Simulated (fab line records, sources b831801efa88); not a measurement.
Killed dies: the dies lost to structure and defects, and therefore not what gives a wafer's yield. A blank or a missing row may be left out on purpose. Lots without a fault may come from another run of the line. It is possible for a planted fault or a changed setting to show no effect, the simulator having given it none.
Which tool was responsible? | flow gf180mcu | 15 lots with 45 wafers sampled at 4 steps, on a route of 602 steps

== WHAT EACH GAUGE READ, for each wafer ==
GF_V2_THK_MEAS_03.
lot  | measured     | on            | V2_CVD_02_THK (nm)
L572 | day 19 03:58 | film-metro-01 | 855 827 853
L574 | day 20 01:52 | film-metro-04 | 833 836 840
L576 | day 20 17:34 | film-metro-01 | 849 862 864
L582 | day 23 01:41 | film-metro-02 | 851 853 854
L583 | day 23 06:49 | film-metro-02 | 835 834 855
L584 | day 23 12:26 | film-metro-04 | 838 865 851
L587 | day 24 18:23 | film-metro-02 | 830 843 840
L588 | day 24 21:50 | film-metro-02 | 834 847 850
L589 | day 25 08:11 | film-metro-01 | 843 837 835
L590 | day 25 22:43 | film-metro-02 | 849 828 864
L591 | day 26 05:25 | film-metro-01 | 849 835 862
L592 | day 26 11:25 | film-metro-02 | 851 869 873
L593 | day 26 14:17 | film-metro-02 | 852 833 871
L595 | day 27 05:33 | film-metro-01 | 835 839 844
L594 | day 27 07:28 | film-metro-01 | 851 847 855

GF_V2_CD_MEAS_14 targets a cd of 260 nm.
lot  | measured     | on        | cd-nm (nm)
L572 | day 20 04:38 | cd-sem-01 | 260.1 260.6 259.8
L574 | day 21 02:10 | cd-sem-01 | 263.0 262.5 261.4
L576 | day 21 17:36 | cd-sem-01 | 259.8 259.1 261.0
L582 | day 24 00:50 | cd-sem-01 | 258.6 259.4 258.8
L583 | day 24 05:39 | cd-sem-01 | 261.9 261.8 260.8
L584 | day 24 10:57 | cd-sem-02 | 259.5 259.5 260.3
L587 | day 25 15:46 | cd-sem-02 | 258.9 257.9 258.0
L588 | day 25 19:14 | cd-sem-02 | 259.0 257.8 258.4
L589 | day 26 05:33 | cd-sem-01 | 262.0 260.6 260.5
L590 | day 26 19:48 | cd-sem-02 | 259.7 259.2 259.2
L591 | day 27 02:40 | cd-sem-02 | 262.4 262.3 262.5
L592 | day 27 08:14 | cd-sem-02 | 260.7 260.3 260.2
L593 | day 27 11:13 | cd-sem-02 | 258.4 259.9 259.0
L595 | day 28 01:56 | cd-sem-02 | 261.0 259.9 259.0
L594 | day 28 03:45 | cd-sem-01 | 261.3 262.3 260.6

GF_M3_CD_MEAS_14 targets a cd of 280 nm.
lot  | measured     | on        | cd-nm (nm)
L572 | day 21 06:13 | cd-sem-01 | 278.7 279.0 278.5
L574 | day 22 03:43 | cd-sem-02 | 277.9 277.3 278.0
L576 | day 22 18:38 | cd-sem-02 | 276.6 277.9 277.2
L582 | day 24 23:39 | cd-sem-01 | 282.7 284.1 281.7
L583 | day 25 05:23 | cd-sem-02 | 281.8 280.8 279.9
L584 | day 25 10:30 | cd-sem-01 | 280.8 281.2 281.6
L587 | day 26 13:35 | cd-sem-02 | 279.8 278.7 279.1
L588 | day 26 17:38 | cd-sem-01 | 281.7 281.2 281.4
L589 | day 27 04:18 | cd-sem-01 | 279.3 280.2 280.5
L590 | day 27 17:05 | cd-sem-02 | 280.7 279.3 278.6
L591 | day 28 00:14 | cd-sem-02 | 282.0 283.0 283.6
L592 | day 28 05:49 | cd-sem-02 | 279.1 281.0 279.1
L593 | day 28 08:48 | cd-sem-02 | 280.1 279.3 279.6
L595 | day 28 23:20 | cd-sem-02 | 281.2 280.5 280.3
L594 | day 29 00:59 | cd-sem-01 | 280.1 279.9 279.1

== TOOL THAT RAN EACH LOT (tool first, then ch and the chambers of the sampled wafers, then the start) ==
lot  | GF_SALICIDE_RTA_08
L572 | rtp-anneal-01 ch 0, day 15 01:53
L574 | rtp-anneal-02 ch 0, day 15 22:17
L576 | rtp-anneal-01 ch 0, day 16 14:13
L582 | rtp-anneal-01 ch 0, day 18 19:42
L583 | rtp-anneal-01 ch 0, day 19 02:34
L584 | rtp-anneal-01 ch 0, day 19 07:49
L587 | rtp-anneal-02 ch 0, day 20 16:45
L588 | rtp-anneal-02 ch 0, day 20 19:51
L589 | rtp-anneal-02 ch 0, day 21 06:53
L590 | rtp-anneal-01 ch 0, day 22 00:37
L591 | rtp-anneal-02 ch 0, day 22 06:28
L592 | rtp-anneal-02 ch 0, day 22 11:58
L593 | rtp-anneal-02 ch 0, day 22 16:40
L595 | rtp-anneal-02 ch 0, day 23 10:46
L594 | rtp-anneal-01 ch 0, day 23 11:22
- GF_SALICIDE_RTA_08: time 30 s.

== AS READ BY THE TOOLS THEMSELVES (means over the sampled wafers that have a number; for cases with no such wafer, the mark the record gives instead) ==
GF_SALICIDE_RTA_08.
lot  | tool          | chamber-o2-ppm | lamp-power-pct (%) | wafer_temp_C_max
L572 | rtp-anneal-01 | 2.016          | 15.1               | 803.5
L574 | rtp-anneal-02 | 1.989          | 16.3               | 803.7
L576 | rtp-anneal-01 | 2.019          | 15.1               | 803.8
L582 | rtp-anneal-01 | 301.987        | 15.1               | 803.1
L583 | rtp-anneal-01 | 301.983        | 15.1               | 803.9
L584 | rtp-anneal-01 | 302.007        | 15.1               | 803.6
L587 | rtp-anneal-02 | 1.973          | 16.3               | 804.3
L588 | rtp-anneal-02 | 1.989          | 16.3               | 802.9
L589 | rtp-anneal-02 | 1.989          | 16.3               | 803.3
L590 | rtp-anneal-01 | 1.986          | 15.1               | 803.9
L591 | rtp-anneal-02 | 2.033          | 16.3               | 804.3
L592 | rtp-anneal-02 | 1.989          | 16.3               | 802.7
L593 | rtp-anneal-02 | 1.992          | 16.3               | 803.9
L595 | rtp-anneal-02 | 1.969          | 16.3               | 803.8
L594 | rtp-anneal-01 | 1.987          | 15.1               | 804.1

== THE ANSWER, worked out from the rows above alone ==
Rule: the lots themselves supply what counts as usual. Put in order of their means at a reading, lots are off if they are a third of the lots or fewer, leave a main group of 4 or more, and stand apart from it by a gap of 3 or more times the standard deviation of the main group's means; of several such gaps the widest counts. The tables above print the reading to a certain number of digits; a main group whose means all agree to those digits is not used. A lot without any number at a reading at which 4 lots or more have one is off too. All remaining lots with rows at the step are treated as sound. The gauges are gone through in route order, then the tools' own readings, and for those a lot's mean is taken as printed above. At the first step where some lot is off, the reading lying furthest off is the one used; lots without a number count as furthest.
Off at GF_SALICIDE_RTA_08 (chamber-o2-ppm): L582, L583, L584. The main group has a mean of 1.994 with a standard deviation of 0.018.
A tool fits if, at that step or a process step before it, it ran every lot that is off, and no sound lot after the first of them. Of those tried, none fits.

== WHAT THE SIMULATOR HAD INSERTED ==
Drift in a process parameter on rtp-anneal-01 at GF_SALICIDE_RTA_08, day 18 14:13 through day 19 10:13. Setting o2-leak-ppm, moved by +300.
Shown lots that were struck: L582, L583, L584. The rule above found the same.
